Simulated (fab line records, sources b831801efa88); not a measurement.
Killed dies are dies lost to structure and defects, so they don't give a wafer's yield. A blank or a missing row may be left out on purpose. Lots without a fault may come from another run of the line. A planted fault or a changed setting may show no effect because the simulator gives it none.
Which tool did it? | flow gf180mcu | 14 lots, 42 wafers sampled, at 2 steps of a route of 602

WHAT THE GAUGES READ, wafer by wafer
GF_HV_LDD_RS_MEAS_53: measures by four-point-probe. Usual: HV_LDD_RS 418.1 ohm/sq, standard deviation 0.95.
lot  | measured     | on            | HV_LDD_RS (ohm/sq) | flag
L445 | day 12 16:54 | film_metro-04 | 417.5 417.1 417.1  |
L446 | day 12 19:52 | film_metro-01 | 419.2 419.8 418.9  |
L447 | day 13 07:54 | film_metro-03 | 418.8 419.1 418.9  |
L448 | day 13 12:38 | film_metro-01 | 418.3 418.8 418.6  |
L450 | day 14 09:36 | film_metro-01 | 417.2 416.8 416.4  |
L452 | day 15 06:17 | film_metro-03 | 417.9 417.2 419.1  |
L453 | day 15 11:35 | film_metro-01 | 418.4 417.1 418.7  |
L454 | day 15 17:59 | film_metro-03 | 416.8 418.0 418.7  |
L457 | day 16 18:32 | film_metro-04 | - - -              | OFF
L459 | day 17 13:21 | film_metro-04 | 418.0 418.0 418.0  |
L461 | day 18 01:32 | film_metro-01 | - - -              | OFF
L464 | day 19 02:30 | film_metro-01 | 417.7 418.1 417.9  |
L465 | day 19 14:14 | film_metro-01 | 420.7 418.6 418.9  |
L466 | day 20 07:14 | film_metro-01 | 419.2 419.6 419.5  |

WHICH TOOL RAN EACH LOT (tool, then ch and the chambers of the sampled wafers, then the start)
lot  | GF_HV_LDD_IMPLANT_35
L445 | implanter-02 ch 0, day 11 21:49
L446 | implanter-02 ch 0, day 11 23:39
L447 | implanter-04 ch 0, day 12 11:58
L448 | implanter-03 ch 0, day 12 16:07
L450 | implanter-04 ch 0, day 13 12:10
L452 | implanter-03 ch 0, day 14 08:01
L453 | implanter-04 ch 0, day 14 13:52
L454 | implanter-02 ch 0, day 14 20:10
L457 | implanter-02 ch 0, day 15 18:52
L459 | implanter-04 ch 0, day 16 14:13
L461 | implanter-02 ch 0, day 17 01:57
L464 | implanter-03 ch 0, day 18 02:22
L465 | implanter-04 ch 0, day 18 13:01
L466 | implanter-04 ch 0, day 19 06:58
- GF_HV_LDD_IMPLANT_35

WHAT THE TOOLS THEMSELVES READ (means of the sampled wafers that have a number; where no wafer has one, the mark that the record gives instead)
The record holds no such reading with a usual standard deviation.

THE ANSWER, worked out from the rows above alone
Rule: a lot is off if the mean of its wafers that have a number lies more than 3 standard deviations from the usual mean. A lot without any number at a reading at which 4 lots or more have one is off too. The other lots that the step has rows for count as sound. The gauges are gone through in route order, then the tools' own readings, and for those a lot's mean is taken as printed above. The first step at which some lot is off is used, and at that step the reading that is off furthest; a lot without a number counts as furthest.
Off: L457, L461, at GF_HV_LDD_RS_MEAS_53 (HV_LDD_RS). Without a number there: L457, L461.
A tool fits if, at a process step before that reading, it ran every lot that is off, and no sound lot after the first of them. The gauges at GF_HV_LDD_RS_MEAS_53 are tried like those tools. One fits: implanter-02 at GF_HV_LDD_IMPLANT_35. Its last sound lot is L454 (day 14 20:10), its first lot that is off L457 (day 15 18:52): a fault that began between those two fits.

WHAT THE SIMULATOR HAD PUT IN
Process parameter drift: implanter-02, from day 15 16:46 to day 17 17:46, at GF_HV_LDD_IMPLANT_35. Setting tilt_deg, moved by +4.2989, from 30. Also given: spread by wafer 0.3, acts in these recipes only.
Lots struck among those shown: L457, L461. The rule above found the same.
